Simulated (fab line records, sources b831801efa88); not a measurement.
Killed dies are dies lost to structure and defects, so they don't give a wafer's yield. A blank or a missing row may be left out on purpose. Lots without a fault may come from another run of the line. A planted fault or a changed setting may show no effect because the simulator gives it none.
Problem report in the 8D (eight disciplines) form, filled by code | flow gf180mcu | the parts of the form that need people (team, actions taken, sign-off) are left out

1. THE PROBLEM
run_length_s at GF_M4_SOFTBAKE_10 reads a mean of 96.84 s on 2 wafers of 1 lot; wafers without a fault read 89.19 s with a standard deviation of 0.19. That is +40 standard deviations from the usual mean.
The step: time 60 s.
First seen on wafer L770.2, day 28 11:56, on litho_track-03. The record holds 39 wafers of 13 lots with a number at this step. Rule for "out", or "out of limits": more than 4 standard deviations from the usual mean. The other wafers with a number count as sound.

2. WHAT IT IS AND WHAT IT IS NOT
question                    | is                | is not
which readings at this step | run_length_s      | heater_power_total_W
which lots                  | L770              | L754, L755, L756, L757, L758, L760, L763, L764, L767, L773, L775, L776
which wafers of those lots  | L770.2, L770.6    | L770.3
read on which tools         | litho_track-03    | litho_track-02, litho_track-04
when                        | from day 28 11:56 | up to then (28 sound wafers); but 9 sound wafers of L773, L775, L776 came after

3. SUSPECTS, AND WHAT RULES EACH OUT
Counting: a tool at a process step up to the reading stays a suspect if it ran every lot that is out. Sound lots after the first of them don't rule it out here, since some wafers of a struck lot are sound.
- litho_track-03 at GF_M4_SOFTBAKE_10 (time 60 s): kept. It ran the lot that is out, L770 (day 28 11:56); its last sound lot up to then is L767 (day 27 19:07). Its own readings are out on those wafers: run_length_s.
Left after counting: litho_track-03 at GF_M4_SOFTBAKE_10.

4. THE CAUSE (what the simulator had put in)
Process parameter drift: litho_track-03, from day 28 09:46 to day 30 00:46, at GF_M4_SOFTBAKE_10. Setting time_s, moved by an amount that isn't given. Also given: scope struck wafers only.
Counting left only this tool.

5. THE CHAIN OF EFFECTS, in route order
Each row: a reading whose mean over the struck wafers that have a number lies more than 3 standard deviations from the usual. Only readings for which the record gives a usual standard deviation are gone through. hours: the time from each lot's start at the first step in this table that gives one to its start at this step, as a median over the lots. sigmas: the change in usual standard deviations.
hours | step              | reading      | usual   | on struck wafers | change | sigmas
0     | GF_M4_SOFTBAKE_10 | run_length_s | 89.19 s | 96.84            | +7.66  | +40
The process steps in it:
- GF_M4_SOFTBAKE_10: time 60 s.
Later measuring or inspecting steps at which every struck wafer that the step has a row for has a number for every such reading, and none has moved that far: GF_V4_OVL_MEAS_15.

6. WHAT WOULD HAVE CAUGHT IT SOONER
In this record the first reading out of limits was taken at day 28 11:56, 2 hours after the fault began at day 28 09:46.
